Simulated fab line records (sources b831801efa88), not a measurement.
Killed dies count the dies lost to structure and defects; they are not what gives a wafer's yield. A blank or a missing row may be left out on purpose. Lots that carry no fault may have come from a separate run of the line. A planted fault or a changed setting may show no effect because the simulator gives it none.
Matching of chambers || flow sky130 || SKY_VIA2_CMP_02 on cmp-02 has 4 sister chambers
The step polishes SiO2. 8 wafers are shown with their chamber, then 11 later ones without.

== WAFERS PAIRED WITH THEIR CHAMBERS ==
{"wafer": "L080.3", "chamber": 2, "motorCurrentA (A)": 9.9}
{"wafer": "L083.5", "chamber": 0, "motorCurrentA (A)": 10.7}
{"wafer": "L084.5", "chamber": 2, "motorCurrentA (A)": 10.1}
{"wafer": "L084.6", "chamber": 1, "motorCurrentA (A)": 12.0}
{"wafer": "L087.2", "chamber": 3, "motorCurrentA (A)": 11.4}
{"wafer": "L087.3", "chamber": 0, "motorCurrentA (A)": 10.4}
{"wafer": "L087.5", "chamber": 1, "motorCurrentA (A)": 11.7}
{"wafer": "L086.1", "chamber": 3, "motorCurrentA (A)": 11.0}

== WAFERS MISSING THEIR CHAMBER ==
{"wafer": "L086.2", "motorCurrentA (A)": 9.9}
{"wafer": "L086.6", "motorCurrentA (A)": 9.7}
{"wafer": "L088.2", "motorCurrentA (A)": 12.3}
{"wafer": "L088.4", "motorCurrentA (A)": 10.6}
{"wafer": "L088.6", "motorCurrentA (A)": 10.6}
{"wafer": "L090.1", "motorCurrentA (A)": 10.6}
{"wafer": "L090.3", "motorCurrentA (A)": 11.4}
{"wafer": "L090.5", "motorCurrentA (A)": 10.6}
{"wafer": "L095.1", "motorCurrentA (A)": 11.1}
{"wafer": "L095.2", "motorCurrentA (A)": 10.2}
{"wafer": "L095.4", "motorCurrentA (A)": 12.0}

== WHICH CHAMBER EACH WENT THROUGH ==
{"wafer": "L086.2", "from the rows above": 2, "in truth": 2}
{"wafer": "L086.6", "from the rows above": 2, "in truth": 2}
{"wafer": "L088.2", "from the rows above": 1, "in truth": 1}
{"wafer": "L088.4", "from the rows above": 0, "in truth": 0}
{"wafer": "L088.6", "from the rows above": 0, "in truth": 0}
{"wafer": "L090.1", "from the rows above": 0, "in truth": 0}
{"wafer": "L090.3", "from the rows above": "can't be placed: 3 or 1", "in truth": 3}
{"wafer": "L090.5", "from the rows above": 0, "in truth": 0}
{"wafer": "L095.1", "from the rows above": 3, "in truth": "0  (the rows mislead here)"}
{"wafer": "L095.2", "from the rows above": "can't be placed: 2 or 0", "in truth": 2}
{"wafer": "L095.4", "from the rows above": 1, "in truth": 1}
8 of 11 placed correctly. Not placeable from these rows: 2 (in 2, the candidates include the true chamber). Placed wrongly: 1.
How it was worked out, from the rows above alone: a wafer's distance from a chamber is the root of the sum, over the readings, of the square of ((its reading less the chamber's mean) divided by the reading's scatter). If the next closest chamber is less than 2 further off than the closest, the wafer can't be placed; otherwise it belongs to the closest. Each chamber's mean is taken over the wafers shown for it. The scatter: take each reading less its chamber's mean, square it, sum over the shown wafers, divide by the number of wafers less the number of chambers, and take the root.
